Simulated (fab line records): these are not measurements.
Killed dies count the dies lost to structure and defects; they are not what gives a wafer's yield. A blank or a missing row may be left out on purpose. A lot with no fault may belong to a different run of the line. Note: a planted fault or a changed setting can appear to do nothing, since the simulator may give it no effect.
One fault through the eyes of 2 desks || flow sky130 || each desk holds nothing but its own numbers, with what lay behind them at the end

DESK OF THE TOOL OWNER: lithoTrack-03
The tool's own readings at SKY_VIA2_DEVELOP_11 (develop time 60 s): means of the sampled wafers that have a number, for each lot that ran on this tool. Any lot whose mean is over 4 standard deviations away from the usual mean is out of limits and marked OUT; that distance is given in the brackets.
Columns: A = developerTempC at SKY_VIA2_DEVELOP_11, usual 20.98 C; B = resistLineTempC at SKY_VIA2_DEVELOP_11, usual 23.02 C
{"lot": "L508", "first seen here": "day 36 02:00", "A": 20.92, "B": 22.89}
{"lot": "L511", "first seen here": "day 37 19:00", "A": 21.02, "B": 23.15}
{"lot": "L515", "first seen here": "day 38 21:00", "A": 20.88, "B": 22.86}
{"lot": "L516", "first seen here": "day 39 04:00", "A": 20.90, "B": 22.87}
{"lot": "L518", "first seen here": "day 39 21:00", "A": "21.87 (+8.1) OUT", "B": 23.00}
{"lot": "L519", "first seen here": "day 40 01:00", "A": "21.84 (+7.8) OUT", "B": 22.99}
{"lot": "L520", "first seen here": "day 40 08:00", "A": "21.97 (+9.0) OUT", "B": 22.99}
{"lot": "L529", "first seen here": "day 44 10:00", "A": 21.02, "B": 22.91}
Finding of this desk: L518, L519, L520 out of limits; the first was L518 at day 39 21:00, on developerTempC at SKY_VIA2_DEVELOP_11. Within limits: L508, L511, L515, L516, L529.

THE METROLOGY DESK
Lot by lot, what the gauges showed, no matter which tool ran the lot: averages of those sampled wafers that carry a number. Any lot whose mean is over 4 standard deviations away from the usual mean is out of limits and marked OUT; that distance is given in the brackets.
Columns: A = VIA2_W_RS at SKY_VIA2_RS_MEAS_22, usual 0.273 ohm/sq; B = VIA2_W_THK at SKY_VIA2_THK_MEAS_23, usual 428 nm
{"lot": "L508", "first seen here": "day 36 04:08", "A": 0.273, "B": 423}
{"lot": "L510", "first seen here": "day 37 10:50", "A": 0.271, "B": 435}
{"lot": "L511", "first seen here": "day 37 21:11", "A": 0.277, "B": 424}
{"lot": "L512", "first seen here": "day 37 22:22", "A": 0.277, "B": 413}
{"lot": "L515", "first seen here": "day 38 23:07", "A": 0.272, "B": 423}
{"lot": "L516", "first seen here": "day 39 05:16", "A": 0.273, "B": 427}
{"lot": "L518", "first seen here": "day 39 23:04", "A": 0.273, "B": 426}
{"lot": "L519", "first seen here": "day 40 02:56", "A": 0.271, "B": 430}
{"lot": "L520", "first seen here": "day 40 09:22", "A": 0.272, "B": 431}
{"lot": "L527", "first seen here": "day 43 00:44", "A": 0.275, "B": 426}
{"lot": "L528", "first seen here": "day 43 02:08", "A": 0.272, "B": 430}
{"lot": "L529", "first seen here": "day 44 12:02", "A": 0.274, "B": 421}
Result from this desk: across the 12 lots, nothing is out of limits.

PUT TOGETHER
On L518, L519, L520, at day 39 21:00, an alarm was possible from the tool owner's desk.
At the metrology desk, nothing out of limits was observed.
The metrology desk has L518, L519, L520 on record, within its limits.
Of the lots named, all ran SKY_VIA2_DEVELOP_11 on lithoTrack-03.

WHAT THE SIMULATOR PUT IN
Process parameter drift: lithoTrack-03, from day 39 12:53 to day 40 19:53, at SKY_VIA2_DEVELOP_11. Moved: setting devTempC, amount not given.
Lots struck among those shown: L518, L519, L520.
Hours from the fault's start to each desk's first reading out of limits: the tool owner's desk, 8.
